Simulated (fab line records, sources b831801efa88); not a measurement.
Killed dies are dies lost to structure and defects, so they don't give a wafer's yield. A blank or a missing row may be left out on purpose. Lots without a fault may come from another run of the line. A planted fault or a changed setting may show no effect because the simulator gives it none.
Problem report in the 8D (eight disciplines) form, filled by code | flow sfq_line | the parts of the form that need people (team, actions taken, sign-off) are left out

1. THE PROBLEM
R5_MONX_RS at SFQ_R5_RS_MEAS_933 reads a mean of 5.51 ohm/sq on 6 wafers of 2 lots; wafers without a fault read 7.06 ohm/sq with a standard deviation of 0.076. That is -20 standard deviations from the usual mean.
The step: measures by four-point-probe.
First seen on wafer L487.1, day 62 14:45, on film_metro-03. The record holds 42 wafers of 14 lots with a number at this step. Rule for "out", or "out of limits": more than 4 standard deviations from the usual mean. The other wafers with a number count as sound.

2. WHAT IT IS AND WHAT IT IS NOT
question                    | is                     | is not
which readings at this step | R5_MONX_RS             | -
which lots                  | L487, L489             | L481, L484, L485, L488, L490, L494, L495, L496, L497, L499, L501, L502
which wafers of those lots  | all that have a number | -
read on which gauges        | film_metro-03          | film_metro-02, film_metro-04
when                        | from day 62 14:45      | up to then (9 sound wafers); but 27 sound wafers of L488, L490, L494, L495, L496, L497, L499, L501, L502 came after

3. SUSPECTS, AND WHAT RULES EACH OUT
Counting: a tool at a process step up to the reading stays a suspect if it ran every lot that is out and no sound lot after the first of them.
- the gauge at SFQ_R5_RS_MEAS_933: ruled out. All the wafers that are out were read on film_metro-03, but those of them that SFQ_TRILAYER_R5_DEP_SPUTTER_133 has rows for are out there too, on other tools.
- pvd_sputter-05 at SFQ_TRILAYER_R5_DEP_SPUTTER_133 (material MoNx, target thk 40 nm, time 66.7 s): ruled out as a lasting fault. Sound lots L490, L496, L497, L502 ran on it after its first lot that is out, L487 (day 62 14:41).
Left after counting: nothing in the record.

4. THE CAUSE (what the simulator had put in)
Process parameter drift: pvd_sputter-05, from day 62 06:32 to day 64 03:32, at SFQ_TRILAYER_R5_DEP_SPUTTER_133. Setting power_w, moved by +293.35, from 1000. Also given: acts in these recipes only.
Counting ruled it out, wrongly: the rule takes a fault to strike every lot that its tool runs from its start on, and this one did not.

5. THE CHAIN OF EFFECTS, in route order
Each row: a reading whose mean over the struck wafers that have a number lies more than 3 standard deviations from the usual. Only readings for which the record gives a usual standard deviation are gone through. hours: the time from each lot's start at the first step in this table that gives one to its start at this step, as a median over the lots. sigmas: the change in usual standard deviations.
hours | step                            | reading            | usual       | on struck wafers | change  | sigmas
0     | SFQ_TRILAYER_R5_DEP_SPUTTER_133 | cathode_dc_power_W | 1000.00 W   | 1293.45          | +293.45 | +99 or more
0     | SFQ_R5_RS_MEAS_933              | R5_MONX_RS         | 7.06 ohm/sq | 5.51             | -1.54   | -20
0     | SFQ_R5_THK_MEAS_934             | R5_MONX_THK        | 39.6 nm     | 52.0             | +12.4   | +23
The process steps in it:
- SFQ_TRILAYER_R5_DEP_SPUTTER_133: material MoNx, target thk 40 nm, time 66.7 s.

6. WHAT WOULD HAVE CAUGHT IT SOONER
In this record the first reading out of limits at a measuring or inspecting step was taken at day 62 14:45, 8 hours after the fault began at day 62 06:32.
The tool's own readings at SFQ_TRILAYER_R5_DEP_SPUTTER_133 were out on every struck wafer that the step has a row for (cathode_dc_power_W): an alarm limit on them would have fired on the first of those.
